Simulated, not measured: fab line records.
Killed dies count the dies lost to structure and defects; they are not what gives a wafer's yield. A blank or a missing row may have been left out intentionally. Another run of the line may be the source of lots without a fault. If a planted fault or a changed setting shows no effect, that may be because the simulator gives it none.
2 desks looking at one fault + flow sky130 + numbers are kept per desk, each desk with only its own; the story behind them comes last

METROLOGY DESK
What the gauges read for every lot (on any tool): the sampled wafers with a number, averaged. If a lot's mean is further than 4 standard deviations from the usual mean, the lot is out of limits and carries the mark OUT (the distance appears in the brackets).
Columns: A = cd_nm at SKY_METAL3_CD_MEAS_13, usual 300.9 nm; B = VIA3_HDPCVD_THK at SKY_VIA3_THK_MEAS_01, usual 1636 nm
| lot  | first seen here | A     | B               |
|------|-----------------|-------|-----------------|
| L456 | day 40 10:27    | 299.9 | 1655            |
| L464 | day 41 04:34    | 298.5 | 1650            |
| L465 | day 41 06:24    | 299.9 | 1621            |
| L468 | day 41 12:05    | 301.9 | 1535 (-5.1) OUT |
| L467 | day 41 12:46    | 303.0 | 1587            |
| L469 | day 46 05:20    | 301.7 | 1628            |
| L471 | day 46 20:58    | 301.4 | 1651            |
| L476 | day 46 21:30    | 301.0 | 1632            |
| L478 | day 46 23:58    | 299.5 | 1620            |
| L477 | day 47 00:27    | 299.5 | 1641            |
| L474 | day 47 01:15    | 301.6 | 1631            |
This desk reports L468 out of limits; the earliest was L468 at day 41 13:19 (VIA3_HDPCVD_THK at SKY_VIA3_THK_MEAS_01). L456, L464, L465, L467, L469, L471, L476, L478, L477, L474: within limits.

TOOL OWNER'S DESK, hdpcvd-02
The tool's own readings at SKY_VIA3_HDPCVD_00 (deposits SiO2, target thk 1635 nm, time 272.5 s): means of the sampled wafers that have a number, for each lot that ran on this tool. If a lot's mean is further than 4 standard deviations from the usual mean, the lot is out of limits and carries the mark OUT (the distance appears in the brackets).
Columns: A = run_length_s at SKY_VIA3_HDPCVD_00, usual 300.1 s
| lot  | first seen here | A               |
|------|-----------------|-----------------|
| L456 | day 40 11:32    | 300.2           |
| L464 | day 41 05:37    | 300.3           |
| L468 | day 41 13:07    | 286.0 (-31) OUT |
| L467 | day 41 13:49    | 293.1 (-15) OUT |
| L469 | day 46 06:25    | 299.8           |
| L471 | day 46 22:05    | 300.0           |
| L476 | day 46 22:36    | 300.2           |
| L478 | day 47 01:02    | 300.2           |
| L477 | day 47 01:31    | 300.2           |
This desk finds L467, L468 out of limits, L468 being first, at day 41 13:07 (run_length_s at SKY_VIA3_HDPCVD_00). L456, L464, L469, L471, L476, L478, L477: within limits.

ALL TOGETHER
The tool owner's desk could have raised an alarm at day 41 13:07, on L467, L468.
The metrology desk could have raised an alarm at day 41 13:19, on L468.
The metrology desk holds a record of L467, inside its limits.
On hdpcvd-02, each named lot ran SKY_VIA3_HDPCVD_00.

WHAT HAD BEEN PUT IN BY THE SIMULATOR
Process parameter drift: hdpcvd-02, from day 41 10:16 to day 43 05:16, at SKY_VIA3_HDPCVD_00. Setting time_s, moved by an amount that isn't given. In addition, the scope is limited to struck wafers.
Lots struck among those shown: L467, L468.
Hours from the fault's start to each desk's first reading out of limits: the tool owner's desk, 3; the metrology desk, 3.
